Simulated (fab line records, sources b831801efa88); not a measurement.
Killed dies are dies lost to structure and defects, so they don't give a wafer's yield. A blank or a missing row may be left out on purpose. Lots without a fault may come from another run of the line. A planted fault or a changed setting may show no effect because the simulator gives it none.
Which tool did it? | flow gf180mcu | 24 lots, 72 wafers sampled, at 5 steps of a route of 602

WHAT THE GAUGES READ, wafer by wafer
GF_V5_THK_MEAS_01. Usual: V5_CVD_00_THK 299 nm, standard deviation 3.2.
lot  | measured     | on            | V5_CVD_00_THK (nm) | flag
L074 | day 26 21:27 | film_metro-03 | 297 296 296        |
L075 | day 26 22:31 | film_metro-03 | 302 301 305        |
L076 | day 27 09:20 | film_metro-03 | 295 294 297        |
L077 | day 27 14:07 | film_metro-03 | 301 300 301        |
L078 | day 27 18:16 | film_metro-03 | 300 298 299        |
L079 | day 27 21:23 | film_metro-01 | 300 299 301        |
L080 | day 28 09:41 | film_metro-01 | 303 301 299        |
L081 | day 28 15:25 | film_metro-02 | 297 297 298        |
L082 | day 29 02:13 | film_metro-03 | 294 296 295        |
L083 | day 29 17:01 | film_metro-03 | 292 300 298        |
L084 | day 29 20:38 | film_metro-03 | 296 294 294        |
L085 | day 29 23:49 | film_metro-03 | 301 300 302        |
L086 | day 30 06:40 | film_metro-02 | 296 298 296        |
L087 | day 30 16:29 | film_metro-03 | 301 301 302        |
L088 | day 30 20:46 | film_metro-01 | 297 298 296        |
L089 | day 30 22:44 | film_metro-03 | 305 298 301        |
L090 | day 31 04:59 | film_metro-02 | 295 299 297        |
L091 | day 31 13:29 | film_metro-03 | 301 304 304        |
L092 | day 31 16:37 | film_metro-02 | 304 303 303        |
L093 | day 32 03:45 | film_metro-01 | 300 300 303        |
L094 | day 32 07:03 | film_metro-03 | 295 297 298        |
L095 | day 32 14:00 | film_metro-03 | 305 301 303        |
L096 | day 32 18:53 | film_metro-02 | 299 300 301        |
L097 | day 32 22:28 | film_metro-02 | 300 302 297        |

GF_PASSIVATION_THK_MEAS_01. Usual: PASSIVATION_CVD_00_THK 1005 nm, standard deviation 11.
lot  | measured     | on            | PASSIVATION_CVD_00_THK (nm) | flag
L074 | day 28 17:42 | film_metro-02 | 996 1001 1005               |
L075 | day 28 18:31 | film_metro-01 | 1003 1001 1012              |
L076 | day 29 05:13 | film_metro-04 | 993 1017 1023               |
L077 | day 29 09:59 | film_metro-01 | 990 978 997                 |
L078 | day 29 13:53 | film_metro-01 | 998 1018 1006               |
L079 | day 29 16:28 | film_metro-04 | 992 998 1002                |
L080 | day 30 03:04 | film_metro-02 | 992 1012 1013               |
L081 | day 30 09:33 | film_metro-02 | 990 999 1023                |
L082 | day 30 19:37 | film_metro-01 | 1013 1029 1012              |
L083 | day 31 08:26 | film_metro-04 | 1000 984 987                |
L084 | day 31 12:29 | film_metro-04 | 995 993 1005                |
L085 | day 31 15:08 | film_metro-01 | 1003 1021 1021              |
L086 | day 31 21:48 | film_metro-04 | 998 1009 1011               |
L087 | day 32 07:28 | film_metro-01 | 993 1001 1004               |
L088 | day 32 10:44 | film_metro-02 | 995 1020 1022               |
L089 | day 32 12:10 | film_metro-01 | 1001 1017 1020              |
L090 | day 32 18:35 | film_metro-04 | 1003 1006 1012              |
L091 | day 33 02:10 | film_metro-04 | 996 998 1001                |
L092 | day 33 05:34 | film_metro-01 | 995 988 998                 |
L093 | day 33 14:52 | film_metro-04 | 994 996 1020                |
L094 | day 33 18:29 | film_metro-01 | 1001 998 1008               |
L095 | day 34 00:50 | film_metro-01 | 987 996 1005                |
L096 | day 34 05:37 | film_metro-02 | 1006 989 1009               |
L097 | day 34 07:44 | film_metro-02 | 1004 987 1015               |

WHICH TOOL RAN EACH LOT (tool, then ch and the chambers of the sampled wafers, then the start)
lot  | GF_V5_CVD_23                  | GF_V5_CMP_26                  | GF_PASSIVATION_CVD_00
L074 | cvd_w-01 ch 0,1, day 27 19:22 | cmp-01 ch 0,2,3, day 27 19:43 | pecvd-04 ch 0,2, day 28 17:36
L075 | cvd_w-01 ch 0,1, day 27 20:13 | cmp-01 ch 1,2, day 27 20:31   | pecvd-04 ch 0,1, day 28 18:26
L076 | cvd_w-02 ch 0,1, day 28 07:06 | cmp-01 ch 2,3, day 28 07:28   | pecvd-03 ch 0,1, day 29 05:05
L077 | cvd_w-02 ch 0,1, day 28 12:05 | cmp-01 ch 0,1,2, day 28 12:26 | pecvd-02 ch 0,1,2, day 29 09:53
L078 | cvd_w-02 ch 0,1, day 28 16:16 | cmp-02 ch 0,2,3, day 28 17:02 | pecvd-03 ch 0,1,2, day 29 13:49
L079 | cvd_w-01 ch 0,1, day 28 19:07 | cmp-02 ch 1,2,3, day 28 19:29 | pecvd-02 ch 0,1,2, day 29 16:22
L080 | cvd_w-02 ch 0,1, day 29 06:46 | cmp-02 ch 1,2, day 29 07:06   | pecvd-03 ch 0,1,2, day 30 02:59
L081 | cvd_w-02 ch 0,1, day 29 12:59 | cmp-02 ch 0,1,2, day 29 13:17 | pecvd-02 ch 0,1,2, day 30 09:28
L082 | cvd_w-02 ch 0,1, day 29 23:10 | cmp-01 ch 0,1,2, day 29 23:28 | pecvd-03 ch 0,1, day 30 19:31
L083 | cvd_w-01 ch 0,1, day 30 12:39 | cmp-01 ch 0,1,3, day 30 12:56 | pecvd-02 ch 0,1,2, day 31 08:22
L084 | cvd_w-01 ch 0,1, day 30 16:35 | cmp-02 ch 0,2,3, day 30 16:56 | pecvd-04 ch 1,2, day 31 12:24
L085 | cvd_w-02 ch 0,1, day 30 20:02 | cmp-02 ch 1,2,3, day 30 20:22 | pecvd-04 ch 0,2, day 31 15:03
L086 | cvd_w-01 ch 0,1, day 31 02:15 | cmp-01 ch 2,3, day 31 02:35   | pecvd-03 ch 0,2, day 31 21:43
L087 | cvd_w-02 ch 0,1, day 31 12:08 | cmp-01 ch 0,1, day 31 12:28   | pecvd-02 ch 0,1,2, day 32 07:24
L088 | cvd_w-01 ch 0,1, day 31 15:41 | cmp-01 ch 1,2,3, day 31 16:02 | pecvd-03 ch 0,1,2, day 32 10:38
L089 | cvd_w-01 ch 0,1, day 31 17:39 | cmp-02 ch 2,3, day 31 17:56   | pecvd-04 ch 0,2, day 32 12:05
L090 | cvd_w-01 ch 0,1, day 32 00:02 | cmp-01 ch 1,2,3, day 32 00:20 | pecvd-03 ch 0,2, day 32 18:30
L091 | cvd_w-01 ch 0,1, day 32 08:09 | cmp-01 ch 0,1,2, day 32 08:26 | pecvd-03 ch 0,1,2, day 33 02:05
L092 | cvd_w-01 ch 0,1, day 32 11:23 | cmp-02 ch 0,2,3, day 32 11:47 | pecvd-04 ch 0,2, day 33 05:29
L093 | cvd_w-01 ch 0,1, day 32 21:40 | cmp-02 ch 0,2, day 32 21:58   | pecvd-03 ch 0,1, day 33 14:46
L094 | cvd_w-02 ch 0,1, day 33 00:40 | cmp-01 ch 0,2,3, day 33 00:57 | pecvd-03 ch 0,1, day 33 18:22
L095 | cvd_w-01 ch 0,1, day 33 07:28 | cmp-01 ch 0,1,3, day 33 07:45 | pecvd-04 ch 1,2, day 34 00:45
L096 | cvd_w-02 ch 0,1, day 33 12:36 | cmp-01 ch 0,3, day 33 12:53   | pecvd-03 ch 0,1,2, day 34 05:32
L097 | cvd_w-01 ch 0,1, day 33 15:12 | cmp-01 ch 1,2,3, day 33 15:38 | pecvd-03 ch 1,2, day 34 07:40
- GF_V5_CVD_23: deposits W, target thk 350 nm, time 104.9 s.
- GF_V5_CMP_26: polishes, stops on SiO2, t overpolish 15 s, target thk 0 nm.
- GF_PASSIVATION_CVD_00: deposits SiO2 from TEOS, target thk 1000 nm, time 111.95 s.

WHAT THE TOOLS THEMSELVES READ (means of the sampled wafers that have a number; where no wafer has one, the mark that the record gives instead)
GF_V5_CVD_23. Usual: heater_power_w 778 W, standard deviation 43.
lot  | tool     | heater_power_w (W) | flag
L074 | cvd_w-01 | 767                |
L075 | cvd_w-01 | 760                |
L076 | cvd_w-02 | 776                |
L077 | cvd_w-02 | 758                |
L078 | cvd_w-02 | 752                |
L079 | cvd_w-01 | 771                |
L080 | cvd_w-02 | 751                |
L081 | cvd_w-02 | 756                |
L082 | cvd_w-02 | 768                |
L083 | cvd_w-01 | 775                |
L084 | cvd_w-01 | 781                |
L085 | cvd_w-02 | 765                |
L086 | cvd_w-01 | 760                |
L087 | cvd_w-02 | 771                |
L088 | cvd_w-01 | 764                |
L089 | cvd_w-01 | 804                |
L090 | cvd_w-01 | 807                |
L091 | cvd_w-01 | 773                |
L092 | cvd_w-01 | 811                |
L093 | cvd_w-01 | 807                |
L094 | cvd_w-02 | 763                |
L095 | cvd_w-01 | 801                |
L096 | cvd_w-02 | 757                |
L097 | cvd_w-01 | 810                |

GF_V5_CMP_26. Usual: motor_current_A 10.4 A, standard deviation 0.63; overpolish_run_s 14.999 s, standard deviation 0.01; time_to_endpoint_s 84.8 s, standard deviation 2.5.
lot  | tool   | motor_current_A (A) | overpolish_run_s (s) | time_to_endpoint_s (s) | flag
L074 | cmp-01 | 10.1                | 14.999               | 84.4                   |
L075 | cmp-01 | 10.4                | 14.995               | 86.7                   |
L076 | cmp-01 | 9.9                 | 15.004               | 84.0                   |
L077 | cmp-01 | 10.7                | 15.003               | 82.4                   |
L078 | cmp-02 | 10.9                | 14.989               | 81.3                   |
L079 | cmp-02 | 10.5                | 14.997               | 83.5                   |
L080 | cmp-02 | 10.5                | 14.992               | 85.2                   |
L081 | cmp-02 | 10.7                | 14.997               | 82.8                   |
L082 | cmp-01 | 10.1                | 15.003               | 84.8                   |
L083 | cmp-01 | 10.4                | 14.994               | 83.9                   |
L084 | cmp-02 | 10.8                | 15.010               | 87.7                   |
L085 | cmp-02 | 10.6                | 14.993               | 85.7                   |
L086 | cmp-01 | 9.8                 | 14.994               | 83.0                   |
L087 | cmp-01 | 10.8                | 14.997               | 82.4                   |
L088 | cmp-01 | 10.5                | 14.987               | 87.8                   |
L089 | cmp-02 | 11.0                | 15.005               | 85.2                   |
L090 | cmp-01 | 10.2                | 14.996               | 84.6                   |
L091 | cmp-01 | 10.6                | 15.003               | 84.6                   |
L092 | cmp-02 | 10.8                | 15.002               | 86.5                   |
L093 | cmp-02 | 11.0                | 14.999               | 82.4                   |
L094 | cmp-01 | 9.7                 | 15.014               | 86.5                   |
L095 | cmp-01 | 10.1                | 15.007               | 85.1                   |
L096 | cmp-01 | 9.9                 | 15.006               | 86.0                   |
L097 | cmp-01 | 10.0                | 14.992               | 88.4                   |

GF_PASSIVATION_CVD_00. Usual: heater_power_w 666 W, standard deviation 100.
lot  | tool     | heater_power_w (W) | flag
L074 | pecvd-04 | 681                |
L075 | pecvd-04 | 662                |
L076 | pecvd-03 | 735                |
L077 | pecvd-02 | 655                |
L078 | pecvd-03 | 664                |
L079 | pecvd-02 | 546                |
L080 | pecvd-03 | 674                |
L081 | pecvd-02 | 626                |
L082 | pecvd-03 | 700                |
L083 | pecvd-02 | 635                |
L084 | pecvd-04 | 649                |
L085 | pecvd-04 | 670                |
L086 | pecvd-03 | 774                |
L087 | pecvd-02 | 540                |
L088 | pecvd-03 | 650                |
L089 | pecvd-04 | 620                |
L090 | pecvd-03 | 709                |
L091 | pecvd-03 | 712                |
L092 | pecvd-04 | 640                |
L093 | pecvd-03 | 688                |
L094 | pecvd-03 | 710                |
L095 | pecvd-04 | 714                |
L096 | pecvd-03 | 680                |
L097 | pecvd-03 | 655                |

THE ANSWER, worked out from the rows above alone
Rule: a lot is off if the mean of its wafers that have a number lies more than 3 standard deviations from the usual mean. A lot without any number at a reading at which 4 lots or more have one is off too. The other lots that the step has rows for count as sound. The gauges are gone through in route order, then the tools' own readings, and for those a lot's mean is taken as printed above. The first step at which some lot is off is used, and at that step the reading that is off furthest; a lot without a number counts as furthest.
No lot is off at any reading shown: from this, nothing can be told.

WHAT THE SIMULATOR HAD PUT IN
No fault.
